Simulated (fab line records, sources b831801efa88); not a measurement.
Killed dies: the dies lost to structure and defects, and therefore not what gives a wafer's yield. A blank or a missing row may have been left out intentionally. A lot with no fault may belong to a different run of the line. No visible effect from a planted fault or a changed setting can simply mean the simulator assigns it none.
What tool caused it? -- flow sky130 -- Sampling: 12 lots, 36 wafers, 3 of 708 route steps

WHAT THE GAUGES READ, wafer by wafer
SKY_VIA2_RS_MEAS_22: the measuring method here is four-point-probe. Usual: for VIA2_W_RS the level is 0.274 ohm/sq and the standard deviation is 0.0032.
lot,measured,on,VIA2_W_RS (ohm/sq),flag
L437,day 36 13:25,filmMetro-03,0.278 0.275 0.277,
L438,day 36 21:59,filmMetro-01,0.271 0.274 0.273,
L440,day 37 16:54,filmMetro-03,0.266 0.265 0.268,
L442,day 38 19:43,filmMetro-02,0.269 0.272 0.270,
L443,day 38 20:41,filmMetro-01,0.270 0.273 0.271,
L444,day 39 13:17,filmMetro-01,0.272 0.273 0.272,
L447,day 40 10:01,filmMetro-03,0.276 0.274 0.275,
L452,day 41 10:28,filmMetro-02,0.273 0.271 0.276,
L453,day 41 14:04,filmMetro-02,0.276 0.273 0.275,
L454,day 42 00:07,filmMetro-03,0.273 0.276 0.276,
L455,day 42 08:27,filmMetro-01,0.271 0.271 0.271,
L458,day 43 16:52,filmMetro-01,0.276 0.274 0.275,

SKY_CAPM_THK_MEAS_04: measures by xrf. Usual: for CAPM_TIN_THK the level is 202.3 nm and the standard deviation is 2.6.
lot,measured,on,CAPM_TIN_THK (nm),flag
L437,day 36 14:22,filmMetro-03,201.8 203.6 204.7,
L438,day 36 22:55,filmMetro-03,198.5 198.7 199.7,
L440,day 37 17:52,filmMetro-04,204.0 201.6 200.0,
L442,day 38 20:40,filmMetro-02,204.7 202.6 204.2,
L443,day 38 21:38,filmMetro-02,203.5 198.5 203.2,
L444,day 39 14:13,filmMetro-03,202.3 204.2 200.4,
L447,day 40 10:58,filmMetro-02,205.5 202.9 204.6,
L452,day 41 11:25,filmMetro-02,205.4 204.4 202.7,
L453,day 41 15:01,filmMetro-02,203.4 207.9 204.5,
L454,day 42 01:03,filmMetro-02,199.8 200.9 202.5,
L455,day 42 09:24,filmMetro-04,206.2 206.6 204.0,
L458,day 43 17:50,filmMetro-04,207.9 204.8 205.4,

WHICH TOOL RAN EACH LOT (tool, then ch and the chambers of the sampled wafers, then the start)
lot,SKY_METAL2_METAL_ETCH_19
L437,"rieMetal-03 ch 1, day 35 09:27"
L438,"rieMetal-03 ch 1, day 35 16:57"
L440,"rieMetal-03 ch 0,1, day 36 11:31"
L442,"rieMetal-01 ch 0,1, day 37 15:35"
L443,"rieMetal-02 ch 0,1, day 37 16:28"
L444,"rieMetal-03 ch 0, day 38 09:50"
L447,"rieMetal-01 ch 1, day 39 07:07"
L452,"rieMetal-02 ch 0,1, day 40 07:52"
L453,"rieMetal-02 ch 0,1, day 40 11:22"
L454,"rieMetal-02 ch 0,1, day 40 22:38"
L455,"rieMetal-02 ch 0,1, day 41 06:31"
L458,"rieMetal-01 ch 0,1, day 42 15:43"
- SKY_METAL2_METAL_ETCH_19: etches the open film in Cl2/BCl3, stops on SiO2, target depth 360 nm, time 78 s.

AS READ BY THE TOOLS THEMSELVES (means over the sampled wafers that have a number; for cases with no such wafer, the mark the record gives instead)
SKY_METAL2_METAL_ETCH_19. Usual: biasW 48.49 W, standard deviation 0.14; drypumpMotorCurrentA 5.50 A, standard deviation 0.27; oesProductAu 0.854 a.u., standard deviation 0.0058; throttleValvePct 22.265 %, standard deviation 0.0093.
lot,tool,biasW (W),drypumpMotorCurrentA (A),oesProductAu (a.u.),throttleValvePct (%),flag
L437,rieMetal-03,48.67,5.44,0.850,22.271,
L438,rieMetal-03,48.52,5.40,0.853,22.265,
L440,rieMetal-03,48.57,5.42,0.857,22.269,
L442,rieMetal-01,48.54,5.35,0.855,22.266,
L443,rieMetal-02,48.32,5.61,0.855,22.266,
L444,rieMetal-03,48.43,5.43,0.847,22.261,
L447,rieMetal-01,48.50,5.10,0.863,22.261,
L452,rieMetal-02,48.32,5.70,0.862,22.267,
L453,rieMetal-02,48.56,5.62,0.856,22.259,
L454,rieMetal-02,48.50,5.61,0.857,22.260,
L455,rieMetal-02,48.45,5.61,0.854,22.266,
L458,rieMetal-01,48.58,5.37,0.853,22.265,

THE ANSWER, worked out from the rows above alone
Rule: a lot counts as off when the mean over its wafers that have a number is more than 3 standard deviations away from the usual mean. A lot without any number at a reading at which 4 lots or more have one is off too. The other lots that the step has rows for count as sound. After the gauges, taken in route order, come the tools' own readings; for these a lot's mean is taken, as printed above. The first step at which some lot is off is used, and at that step the reading that is off furthest; a lot without a number counts as furthest.
None of the lots is off at any reading shown; this tells nothing.

WHAT THE SIMULATOR HAD PUT IN
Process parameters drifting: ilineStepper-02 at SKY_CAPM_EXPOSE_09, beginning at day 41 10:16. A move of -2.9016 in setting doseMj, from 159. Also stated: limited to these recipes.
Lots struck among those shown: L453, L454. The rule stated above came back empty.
